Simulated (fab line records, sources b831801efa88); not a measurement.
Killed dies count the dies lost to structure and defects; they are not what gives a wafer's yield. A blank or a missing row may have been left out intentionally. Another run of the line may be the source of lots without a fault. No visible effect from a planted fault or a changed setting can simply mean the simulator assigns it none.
One fault seen from 2 desks / flow sfq line / every desk sees just its own numbers, and what lay behind them comes last

== AT THE METROLOGY DESK ==
What the gauges read for every lot (on any tool): the sampled wafers with a number, averaged. A lot is out of limits, marked OUT, if its mean lies more than 4 standard deviations from the usual mean; the brackets give that distance.
Columns: A = M3_NB_RS at SFQ_M3_RS_MEAS_919, usual 0.885 ohm/sq; B = M3_OVL at SFQ_M3_OVL_MEAS_921, usual -4 nm
lot=L618; first seen here=day 35 07:25; A=0.876; B=11
lot=L622; first seen here=day 39 05:08; A=0.883; B=-15
lot=L625; first seen here=day 40 02:33; A=0.880; B=2
lot=L631; first seen here=day 41 08:29; A=0.901; B=4
lot=L632; first seen here=day 42 15:08; A=0.892; B=-8
lot=L637; first seen here=day 49 12:41; A=0.884; B=-9
Result from this desk: across the 6 lots, nothing is out of limits.

== FOR THE TOOL OWNER'S DESK: rie metal-03 ==
The tool's own readings at SFQ_TRILAYER_M3_BARC_OPEN_METAL_ETCH_100 (etches BARC in O2, target depth 125 nm, time 41.7 s): means of the sampled wafers that have a number, for each lot that ran on this tool. A lot is out of limits, marked OUT, if its mean lies more than 4 standard deviations from the usual mean; the brackets give that distance.
Columns: A = drypump motor current A at SFQ_TRILAYER_M3_BARC_OPEN_METAL_ETCH_100, usual 5.8 A; B = he backside leak sccm at SFQ_TRILAYER_M3_BARC_OPEN_METAL_ETCH_100, usual 3.41 sccm; C = oes product au at SFQ_TRILAYER_M3_BARC_OPEN_METAL_ETCH_100, usual 0.685 a.u.; D = run length s at SFQ_TRILAYER_M3_BARC_OPEN_METAL_ETCH_100, usual 69.8 s
lot=L618; first seen here=day 35 10:24; A=5.9; B=3.30; C=0.684; D=69.4
lot=L622; first seen here=day 39 08:22; A=5.9; B=3.41; C=0.643 (-9.1) OUT; D=76.8 (+15) OUT
lot=L625; first seen here=day 40 08:23; A=5.9; B=3.29; C=0.638 (-10) OUT; D=76.5 (+15) OUT
This desk's finding: out of limits on L622, L625; first on L622, day 39 08:22 (oes product au at SFQ_TRILAYER_M3_BARC_OPEN_METAL_ETCH_100). L618 stayed within limits.

== ALL TOGETHER ==
An alarm could have come from the tool owner's desk at day 39 08:22, on L622, L625.
At the metrology desk, nothing out of limits was observed.
The metrology desk holds a record of L622, L625, inside its limits.
Of the lots named, all ran SFQ_TRILAYER_M3_BARC_OPEN_METAL_ETCH_100 on rie metal-03.

== WHAT THE SIMULATOR HAD INSERTED ==
rie metal-03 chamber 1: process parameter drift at SFQ_TRILAYER_M3_BARC_OPEN_METAL_ETCH_100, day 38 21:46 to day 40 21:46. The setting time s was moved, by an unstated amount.
Shown lots that were struck: L622, L625.
Delay in hours, fault start to first out-of-limits reading, by desk: the tool owner's desk at 11.
